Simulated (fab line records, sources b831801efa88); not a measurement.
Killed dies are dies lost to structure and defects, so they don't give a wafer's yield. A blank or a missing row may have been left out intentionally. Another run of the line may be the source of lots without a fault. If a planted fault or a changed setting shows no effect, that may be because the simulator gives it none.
fab line records	flow gf180mcu
[record] lots = 13	wafers = 39	lastDay = 34
route steps=602 shown HV_LDD@197 CONTACT@314 V2@384
lots with no fault: from the same line, run without faults
startH: start of the lot's first displayed wafer, in hours after the record's first day	waitH: hours elapsed since this lot's preceding step	" repeats the value in the row above	L1.1+2: a single row standing in for several wafers	- either no value or no given start	* or withheld: withheld	< > ~ a bound
route shown NAME@n: NAME is a module with steps in the file, n the number in the route of the first one	usual: average and standard deviation across the fault-free wafers	same: alike in all rows	chamber/n: place in a boat	sites: each site's reading	_std_site: the standard deviation of these	_edge_site: outer sites' mean less inner sites'	radiusMm: for every site, how far away it sits from the centre of the wafer	mask NAME#n: copy n	behind: the most recent tool/chamber to have shaped the wafer	hold: why the lot went on hold/how many hours it stayed there/how the hold came to an end	device: the transistor (n, p or np) that didn't switch	end of line: the route-end tests of the same wafers	a step without rows: its recipe alone	killed: dies that structure and defects cost at the first sort, which is not the same as the wafer's yield	map: a wafer's dies, marking killed ones x, the rest . and places with no die _
set.NAME: the setting the step ran with; set.NAME@STEP: the setting that earlier step ran with	model.NAME: the simulator's own value behind a step, which no gauge read
one table for each step of the route and one row for each wafer, over a sample of lots
services: the hour from which a tool's chamber was out of use, counted from the record's first day as startH (under 0 if before that day), plus the number of hours and why
[[steps]]
[step GF_HV_LDD_IMPLANT_21]
[recipe] species = BF2	energyKev = 25	doseCm2 = 5e+13	tiltDeg = 7
[usual] beamOnS = 9.99/0.21	endStationPressureTorr = 5.23e-06/2.4e-07	faradayCurrentUA = 282/5.8
lot.wafer	tool	chamber	startH	waitH	beamOnS	endStationPressureTorr	faradayCurrentUA
L391.1	implanter-03	0	249.59	0.0	10.06	5.44e-06	279
L391.2	"	0	"	"	10.03	5.2e-06	282
L391.5	"	0	"	"	10.15	5.42e-06	279
L392.2	implanter-03	0	250.66	0.0	9.76	5.27e-06	290
L392.5	"	0	"	"	10.16	5.56e-06	277
L392.6	"	0	"	"	9.93	5.28e-06	284
L393.2	implanter-02	0	262.10	0.0	9.83	4.97e-06	287
L393.3	"	0	"	"	9.90	5.16e-06	284
L393.5	"	0	"	"	9.98	5.04e-06	283
L394.1	implanter-02	0	266.98	0.0	10.34	5.06e-06	272
L394.5	"	0	"	"	10.24	5.33e-06	275
L394.6	"	0	"	"	9.67	5.32e-06	291
L395.3	implanter-02	0	279.13	0.1	10.92	5.718e-05	261
L395.4	"	0	"	"	11.14	5.748e-05	254
L395.6	"	0	"	"	11.34	5.774e-05	250
L397.1	implanter-02	0	300.49	0.0	11.12	6.397e-05	257
L397.2	"	0	"	"	11.39	5.817e-05	249
L397.3	"	0	"	"	11.64	5.657e-05	245
L398.4	implanter-02	0	306.86	0.1	11.33	5.84e-05	252
L398.5	"	0	"	"	11.08	5.874e-05	257
L398.6	"	0	"	"	11.19	5.362e-05	255
L405.1	implanter-01	0	354.08	0.0	10.01	5.7e-06	281
L405.4	"	0	"	"	10.36	5.03e-06	273
L405.5	"	0	"	"	9.74	5.34e-06	290
L406.1	implanter-01	0	362.62	0.0	10.21	5.32e-06	276
L406.5	"	0	"	"	10.22	5.19e-06	277
L406.6	"	0	"	"	10.24	5.31e-06	274
L407.2	implanter-03	0	367.11	0.0	10.17	4.65e-06	280
L407.3	"	0	"	"	9.95	5.86e-06	285
L407.4	"	0	"	"	10.02	5.06e-06	280
L408.1	implanter-03	0	380.04	0.0	9.78	4.96e-06	288
L408.2	"	0	"	"	10.08	5.05e-06	280
L408.6	"	0	"	"	9.83	5.19e-06	288
L411.2	implanter-01	0	402.00	0.0	10.36	5.2e-06	271
L411.3	"	0	"	"	9.89	5.55e-06	284
L411.5	"	0	"	"	9.93	5.15e-06	284
L413.2	implanter-03	0	412.61	0.0	9.82	5.33e-06	287
L413.3	"	0	"	"	10.20	5.25e-06	276
L413.6	"	0	"	"	10.05	5.27e-06	281
[step GF_HV_LDD_TW_MEAS_23]
[usual] HV_LDD_2_TW = 1060/4.9
lot.wafer	tool	chamber	startH	waitH	HV_LDD_2_TW
L391.1	filmMetro-03	-	249.84	0.1	1067
L391.2	"	-	"	"	1065
L391.5	"	-	"	"	1063
L392.2	filmMetro-01	-	250.89	0.1	1059
L392.5	"	-	"	"	1061
L392.6	"	-	"	"	1058
L393.2	filmMetro-03	-	262.33	0.1	1066
L393.3	"	-	"	"	1057
L393.5	"	-	"	"	1065
L394.1	filmMetro-03	-	267.23	0.1	1062
L394.5	"	-	"	"	1069
L394.6	"	-	"	"	1062
L395.3	filmMetro-04	-	279.35	0.1	1100
L395.4	"	-	"	"	1104
L395.6	"	-	"	"	1100
L397.1	filmMetro-03	-	300.74	0.1	1105
L397.2	"	-	"	"	1097
L397.3	"	-	"	"	1099
L398.4	filmMetro-04	-	307.07	0.1	1092
L398.5	"	-	"	"	1099
L398.6	"	-	"	"	1099
L405.1	filmMetro-04	-	354.33	0.1	1054
L405.4	"	-	"	"	1054
L405.5	"	-	"	"	1052
L406.1	filmMetro-04	-	362.87	0.1	1060
L406.5	"	-	"	"	1060
L406.6	"	-	"	"	1067
L407.2	filmMetro-04	-	367.34	0.1	1059
L407.3	"	-	"	"	1058
L407.4	"	-	"	"	1057
L408.1	filmMetro-04	-	380.29	0.1	1059
L408.2	"	-	"	"	1053
L408.6	"	-	"	"	1056
L411.2	filmMetro-03	-	402.23	0.1	1067
L411.3	"	-	"	"	1070
L411.5	"	-	"	"	1068
L413.2	filmMetro-04	-	412.85	0.1	1057
L413.3	"	-	"	"	1057
L413.6	"	-	"	"	1053
[step GF_CONTACT_CMP_27]
[recipe] stopOn = SiO2	downForcePsi = 3.5	platenRpm = 60	tOverpolishS = 15	targetThkNm = 0	padVelocityMS = 0.94248
[usual] edgeZonePressureFrac = 1.000/0.0047	motorCurrentA = 11.1/1.1	overpolishRunS = 14.999/0.0095	timeToEndpointS = 74.6/3
lot.wafer	tool	chamber	startH	waitH	edgeZonePressureFrac	motorCurrentA	overpolishRunS	timeToEndpointS
L391.1	cmp-02	2	381.48	0.1	0.993	11.0	14.992	75.6
L391.2	"	1	"	"	1.004	10.0	14.998	80.9
L391.5	"	3	"	"	0.999	11.4	14.990	72.6
L392.2	cmp-02	0	385.98	0.1	1.002	13.4	15.006	76.8
L392.6	"	2	"	"	1.005	10.6	15.010	73.1
L392.5	"	3	"	"	1.010	10.7	15.003	71.4
L393.3	cmp-02	1	397.97	0.0	1.008	9.7	14.997	78.5
L393.2	"	3	"	"	1.001	10.7	14.993	68.6
L393.5	"	1	"	"	1.003	9.7	15.001	76.8
L394.1	cmp-02	2	403.91	0.2	1.009	10.7	15.007	77.0
L394.6	"	3	"	"	0.995	11.3	14.985	72.7
L394.5	"	0	"	"	1.000	12.7	14.986	74.1
L395.4	cmp-02	3	418.92	0.1	1.002	11.0	14.993	67.2
L395.3	"	0	"	"	1.004	13.8	14.997	77.9
L395.6	"	1	"	"	0.998	9.8	15.006	74.8
L397.2	cmp-02	1	445.27	0.0	1.002	9.6	15.013	75.6
L397.1	"	2	"	"	1.002	10.6	15.008	73.7
L397.3	"	0	"	"	1.000	13.9	14.990	74.5
L398.4	cmp-01	2	452.84	0.1	1.006	10.9	14.988	75.3
L398.5	"	1	"	"	0.997	10.9	15.023	82.3
L398.6	"	2	"	"	0.997	10.7	14.985	73.6
L405.4	cmp-01	3	503.82	0.1	1.000	10.0	15.004	73.2
L405.1	"	0	"	"	0.999	12.2	15.015	71.0
L405.5	"	2	"	"	0.994	11.0	15.002	70.7
L406.1	cmp-01	2	513.97	0.1	0.997	10.8	15.000	75.8
L406.6	"	1	"	"	0.998	10.5	14.983	76.6
L406.5	"	2	"	"	1.000	11.2	14.992	74.6
L407.3	cmp-01	0	519.98	0.1	0.998	12.5	14.997	72.6
L407.2	"	1	"	"	0.998	10.9	14.983	78.8
L407.4	"	2	"	"	1.002	10.5	14.984	77.5
L408.1	cmp-02	1	533.17	0.1	1.004	9.5	15.012	77.1
L408.2	"	2	"	"	0.999	10.3	15.000	75.4
L408.6	"	1	"	"	0.995	9.4	14.986	80.0
L411.3	cmp-01	0	556.77	0.1	0.996	12.8	14.996	71.5
L411.2	"	2	"	"	1.002	10.6	15.009	75.6
L411.5	"	3	"	"	0.998	10.4	14.996	77.0
L413.3	cmp-02	2	564.28	0.0	0.992	10.5	14.974	76.0
L413.2	"	3	"	"	1.007	10.8	15.001	72.7
L413.6	"	2	"	"	0.993	10.9	15.008	72.7
[step GF_V2_CVD_02]
[recipe] material = SiO2	targetThkNm = 850	precursor = TEOS	tempC = 400	timeS = 94.851	rfW = 600
[usual] heaterPowerW = 673/94
lot.wafer	tool	chamber	startH	waitH	heaterPowerW	sinceWetCleanH
L391.1	pecvd-03	1	458.98	0.1	720	284
L391.2	"	0	"	"	765	284
L391.5	"	2	"	"	778	-
L392.2	pecvd-01	0	462.98	0.0	539	497
L392.5	"	0	"	"	561	-
L392.6	"	2	"	"	589	-
L393.2	pecvd-04	1	475.27	0.0	571	92
L393.3	"	0	"	"	618	92
L393.5	"	0	"	"	692	-
L394.1	pecvd-03	2	481.98	0.1	745	307
L394.5	"	1	"	"	583	-
L394.6	"	0	"	"	857	-
L395.3	pecvd-04	1	497.62	0.0	520	115
L395.4	"	0	"	"	727	-
L395.6	"	2	"	"	663	-
L397.1	pecvd-04	2	522.65	0.1	578	140
L397.2	"	0	"	"	624	140
L397.3	"	1	"	"	533	140
L398.4	pecvd-03	0	528.39	0.1	691	-
L398.5	"	1	"	"	691	-
L398.6	"	2	"	"	633	-
L405.1	pecvd-04	2	577.25	0.1	592	194
L405.4	"	1	"	"	586	-
L405.5	"	2	"	"	625	-
L406.1	pecvd-03	1	586.77	0.1	727	412
L406.5	"	2	"	"	751	-
L406.6	"	1	"	"	575	-
L407.2	pecvd-03	0	592.41	0.0	744	418
L407.3	"	1	"	"	753	418
L407.4	"	2	"	"	706	-
L408.1	pecvd-03	2	603.63	0.1	715	429
L408.2	"	1	"	"	698	429
L408.6	"	2	"	"	754	-
L411.2	pecvd-03	0	625.42	0.0	815	451
L411.3	"	2	"	"	723	451
L411.5	"	0	"	"	683	-
L413.2	pecvd-03	0	633.46	0.0	800	459
L413.3	"	2	"	"	652	459
L413.6	"	2	"	"	703	-
[step GF_V2_BOW_MEAS_05]
[recipe] mode = bow
[usual] V2_BOW = 99/7.8
lot.wafer	tool	chamber	startH	waitH	V2_BOW[um]
L391.1	filmMetro-03	-	459.41	0.1	113
L391.2	"	-	"	"	96
L391.5	"	-	"	"	101
L392.2	filmMetro-03	-	465.20	0.2	105
L392.5	"	-	"	"	96
L392.6	"	-	"	"	87
L393.2	filmMetro-03	-	475.72	0.2	102
L393.3	"	-	"	"	99
L393.5	"	-	"	"	98
L394.1	filmMetro-01	-	482.41	0.1	96
L394.5	"	-	"	"	93
L394.6	"	-	"	"	112
L395.3	filmMetro-01	-	498.09	0.2	98
L395.4	"	-	"	"	103
L395.6	"	-	"	"	98
L397.1	filmMetro-04	-	523.08	0.1	97
L397.2	"	-	"	"	111
L397.3	"	-	"	"	91
L398.4	filmMetro-04	-	528.85	0.3	96
L398.5	"	-	"	"	97
L398.6	"	-	"	"	96
L405.1	filmMetro-01	-	577.68	0.1	99
L405.4	"	-	"	"	111
L405.5	"	-	"	"	95
L406.1	filmMetro-03	-	587.20	0.1	98
L406.5	"	-	"	"	100
L406.6	"	-	"	"	105
L407.2	filmMetro-04	-	592.86	0.2	98
L407.3	"	-	"	"	96
L407.4	"	-	"	"	95
L408.1	filmMetro-03	-	604.14	0.1	98
L408.2	"	-	"	"	86
L408.6	"	-	"	"	100
L411.2	filmMetro-04	-	625.87	0.1	103
L411.3	"	-	"	"	108
L411.5	"	-	"	"	98
L413.2	filmMetro-01	-	633.91	0.2	96
L413.3	"	-	"	"	96
L413.6	"	-	"	"	103
[[services]]
tool	chamber	startH	hours	kind
cmp-01	-	226.21	0.9	repair
cmp-02	-	232.03	4.0	pm
cmp-01	-	232.34	6.0	repair
implanter-03	-	260.11	16.5	repair
implanter-03	-	264.53	3.4	repair
pecvd-03	2	273.93	9.5	repair
pecvd-03	1	300.37	10.9	repair
cmp-02	-	302.87	0.8	repair
cmp-01	-	307.87	0.8	repair
implanter-03	-	310.60	1.1	repair
cmp-01	-	314.96	3.7	repair
implanter-02	-	317.76	86.2	pm
cmp-02	-	339.83	5.0	pm
cmp-01	-	371.12	0.9	repair
implanter-03	-	388.99	1.7	repair
cmp-01	-	389.85	5.9	pm
pecvd-03	-	391.97	1.0	repair
pecvd-03	0	427.20	4.2	repair
cmp-02	-	479.47	1.4	repair
cmp-02	-	489.92	1.5	repair
cmp-02	-	543.04	17.6	pm
pecvd-03	0	552.42	13.8	repair
cmp-02	-	572.03	4.0	pm
cmp-02	-	620.41	1.0	repair
[[key]]
[firstSign] step = GF_HV_LDD_IMPLANT_21	reading = endStationPressureTorr	direction = up	sigmas = 99+	usual = 5.23e-06	struck = 5.799e-05
[effect] step = GF_HV_LDD_IMPLANT_21	reading = beamOnS	direction = up	sigmas = 6	usual = 9.99	struck = 11.24
[effect] step = GF_HV_LDD_TW_MEAS_23	reading = HV_LDD_2_TW	direction = up	sigmas = 8	usual = 1060	struck = 1100
metAt GF_HV_LDD_IMPLANT_21
struckLots L395,L397,L398
testerLeftOut L395,L397,L398
notActingAt GF_CONTACT_CMP_27,GF_V2_CVD_02,GF_V2_BOW_MEAS_05
onsetBetween 266.98 279.13
[fault] kind = processParameterDrift	tool = implanter-02	chamber = -	onsetH = 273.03	steps = GF_HV_LDD_IMPLANT_21	channel = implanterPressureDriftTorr	offset = 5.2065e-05	shape = step	endH = 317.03
[fault] kind = processParameterDrift	tool = implanter-02	chamber = -	onsetH = 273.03	steps = GF_HV_LDD_IMPLANT_21	channel = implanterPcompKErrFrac	offset = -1	shape = step	endH = 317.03
// testerLeftOut: of these lots the tester's yield and bins aren't shown, on N5 and GAA mostly nor the transistor test; their killed dies are dies lost to structure and defects alone, not to doping, threshold or leakage, so they don't give the yield
